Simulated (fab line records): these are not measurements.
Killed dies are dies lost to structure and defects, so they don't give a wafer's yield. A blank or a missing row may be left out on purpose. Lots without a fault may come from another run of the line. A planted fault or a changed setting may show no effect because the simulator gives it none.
A single fault, viewed from 2 desks :: flow gf180mcu :: what lay behind the numbers comes last; until then each desk has only its own

AT THE TOOL OWNER'S DESK: implanter-02
The tool's own readings at GF_VT_IMPLANT_IMPLANT_19, given as means over the sampled wafers that have a number, one for each lot that went through this tool. The brackets show how far a lot's mean lies from the usual mean; more than 4 standard deviations puts the lot out of limits, marked OUT.
Columns: A = dose_ions_cm2 at GF_VT_IMPLANT_IMPLANT_19, usual 4.35e+12; B = faraday_current_uA at GF_VT_IMPLANT_IMPLANT_19, usual 24.6
lot: L992
first seen here: day 6 12:29
A: 4.35e+12
B: 24.6

lot: L994
first seen here: day 6 22:41
A: 1.81e+12 (-99 or more) OUT
B: 10.1 (-30) OUT

lot: L997
first seen here: day 7 17:06
A: 1.81e+12 (-99 or more) OUT
B: 10.2 (-29) OUT

lot: L998
first seen here: day 8 00:10
A: 1.81e+12 (-99 or more) OUT
B: 10.3 (-29) OUT

lot: L107
first seen here: day 10 19:10
A: 4.34e+12
B: 24.8

lot: L110
first seen here: day 11 05:32
A: 4.35e+12
B: 25.0

lot: L112
first seen here: day 11 19:45
A: 4.36e+12
B: 25.3
Finding of this desk: L994, L997, L998 out of limits; the first was L994 at day 6 22:41, on dose_ions_cm2 at GF_VT_IMPLANT_IMPLANT_19. L992, L107, L110, L112: within limits.

AT THE METROLOGY DESK
What the gauges read for every lot (on any tool): the sampled wafers with a number, averaged. The brackets show how far a lot's mean lies from the usual mean; more than 4 standard deviations puts the lot out of limits, marked OUT.
Columns: A = MVSD_TW at GF_MVSD_TW_MEAS_11, usual 1573; B = VT_IMPLANT_2_TW at GF_VT_IMPLANT_TW_MEAS_21, usual 1216; C = POLY_GATE_CVD_00_THK at GF_POLY_GATE_THK_MEAS_01, usual 200.4 nm
lot: L992
first seen here: day 4 16:23
A: 1570
B: 1221
C: 198.5

lot: L994
first seen here: day 5 01:18
A: 1587
B: 919 (-44) OUT
C: 203.1

lot: L997
first seen here: day 5 19:34
A: 1556
B: 922 (-44) OUT
C: 200.4

lot: L998
first seen here: day 6 01:32
A: 1587
B: 918 (-44) OUT
C: 200.0

lot: L103
first seen here: day 7 08:12
A: 1556
B: 1214
C: 202.1

lot: L106
first seen here: day 8 03:00
A: 1581
B: 1220
C: 201.3

lot: L108
first seen here: day 8 14:07
A: 1586
B: 1220
C: 197.6

lot: L107
first seen here: day 8 14:43
A: 1582
B: 1195
C: 201.2

lot: L109
first seen here: day 8 18:29
A: 1582
B: 1219
C: 199.2

lot: L110
first seen here: day 8 23:29
A: 1583
B: 1218
C: 201.7

lot: L112
first seen here: day 9 13:32
A: 1568
B: 1219
C: 199.8

lot: L113
first seen here: day 9 19:22
A: 1572
B: 1216
C: 198.3

lot: L114
first seen here: day 10 03:14
A: 1576
B: 1218
C: 198.4
This desk finds L994, L997, L998 out of limits, with the earliest case on L994 at day 6 22:56 (VT_IMPLANT_2_TW at GF_VT_IMPLANT_TW_MEAS_21). L992, L103, L106, L108, L107, L109, L110, L112, L113, L114: within limits.

PUT TOGETHER
At day 6 22:41, on L994, L997, L998, the tool owner's desk was in a position to raise an alarm.
L994, L997, L998 would have let the metrology desk raise an alarm at day 6 22:56.
On implanter-02, each named lot ran GF_VT_IMPLANT_IMPLANT_19.

WHAT THE SIMULATOR HAD PUT IN
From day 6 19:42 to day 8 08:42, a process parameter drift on implanter-02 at GF_VT_IMPLANT_IMPLANT_19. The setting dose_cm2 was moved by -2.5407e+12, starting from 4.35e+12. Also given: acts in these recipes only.
Lots struck among those shown: L994, L997, L998.
Fault start to first reading out of limits, in hours, per desk: tool owner, 3; metrology, 3.
